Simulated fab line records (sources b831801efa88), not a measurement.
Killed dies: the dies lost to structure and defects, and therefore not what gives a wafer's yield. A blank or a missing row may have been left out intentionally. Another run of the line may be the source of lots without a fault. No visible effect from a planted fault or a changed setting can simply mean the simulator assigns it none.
Which tool was responsible? / flow gf180mcu / 36 wafers from 12 lots sampled at 2 of the route's 602 steps

== WHAT THE GAUGES SHOWED, per wafer ==
GF_V2_RS_MEAS_24: measurement is done with a four-point probe.
lot=L075; measured=day 20 13:08; on=film-metro-04; V2_W_RS (ohm/sq)=0.327 0.328 0.328
lot=L077; measured=day 21 11:04; on=film-metro-01; V2_W_RS (ohm/sq)=0.330 0.329 0.332
lot=L079; measured=day 22 05:23; on=film-metro-04; V2_W_RS (ohm/sq)=0.326 0.332 0.323
lot=L081; measured=day 23 01:11; on=film-metro-04; V2_W_RS (ohm/sq)=0.330 0.325 0.334
lot=L083; measured=day 23 18:41; on=film-metro-03; V2_W_RS (ohm/sq)=0.332 0.327 0.329
lot=L085; measured=day 24 06:10; on=film-metro-03; V2_W_RS (ohm/sq)=0.328 0.329 0.328
lot=L087; measured=day 25 01:39; on=film-metro-04; V2_W_RS (ohm/sq)=0.324 0.328 0.331
lot=L089; measured=day 25 18:58; on=film-metro-04; V2_W_RS (ohm/sq)=0.326 0.332 0.326
lot=L091; measured=day 26 07:58; on=film-metro-01; V2_W_RS (ohm/sq)=0.335 0.329 0.327
lot=L093; measured=day 26 19:03; on=film-metro-01; V2_W_RS (ohm/sq)=0.327 0.323 0.320
lot=L095; measured=day 27 11:08; on=film-metro-03; V2_W_RS (ohm/sq)=0.329 0.330 0.326
lot=L097; measured=day 28 02:50; on=film-metro-04; V2_W_RS (ohm/sq)=0.329 0.325 0.326

== WHICH TOOL RAN EACH LOT (tool, then ch and the chambers of the sampled wafers, then the start) ==
lot=L075; GF_M2_SPUTTER_00=pvd-sputter-02, day 18 09:55
lot=L077; GF_M2_SPUTTER_00=pvd-sputter-02, day 19 08:40
lot=L079; GF_M2_SPUTTER_00=pvd-sputter-02, day 20 02:52
lot=L081; GF_M2_SPUTTER_00=pvd-sputter-03, day 21 00:22
lot=L083; GF_M2_SPUTTER_00=pvd-sputter-03, day 21 17:53
lot=L085; GF_M2_SPUTTER_00=pvd-sputter-01, day 22 06:34
lot=L087; GF_M2_SPUTTER_00=pvd-sputter-03, day 23 02:11
lot=L089; GF_M2_SPUTTER_00=pvd-sputter-01, day 23 21:32
lot=L091; GF_M2_SPUTTER_00=pvd-sputter-01, day 24 10:21
lot=L093; GF_M2_SPUTTER_00=pvd-sputter-02, day 24 22:07
lot=L095; GF_M2_SPUTTER_00=pvd-sputter-03, day 25 15:47
lot=L097; GF_M2_SPUTTER_00=pvd-sputter-03, day 26 08:56
- GF_M2_SPUTTER_00: material Ti, target thk 37.5 nm, time 150 s.

== THE ANSWER, worked out from the rows above alone ==
Rule: usual is defined by the lots themselves. The widest of any qualifying gaps counts: lots, ordered by their means at a reading, are off when they make up no more than a third of the lots, leave a main group of 4 or more, and stand apart from it by 3 or more times the standard deviation of that group's means. A main group is skipped when, at the precision printed for the reading in the tables above, its means are all equal. A lot without any number at a reading at which 4 lots or more have one is off too. The other lots that the step has rows for count as sound.
No lot is off at any reading shown: from this, nothing can be told.

== WHAT THE SIMULATOR HAD INSERTED ==
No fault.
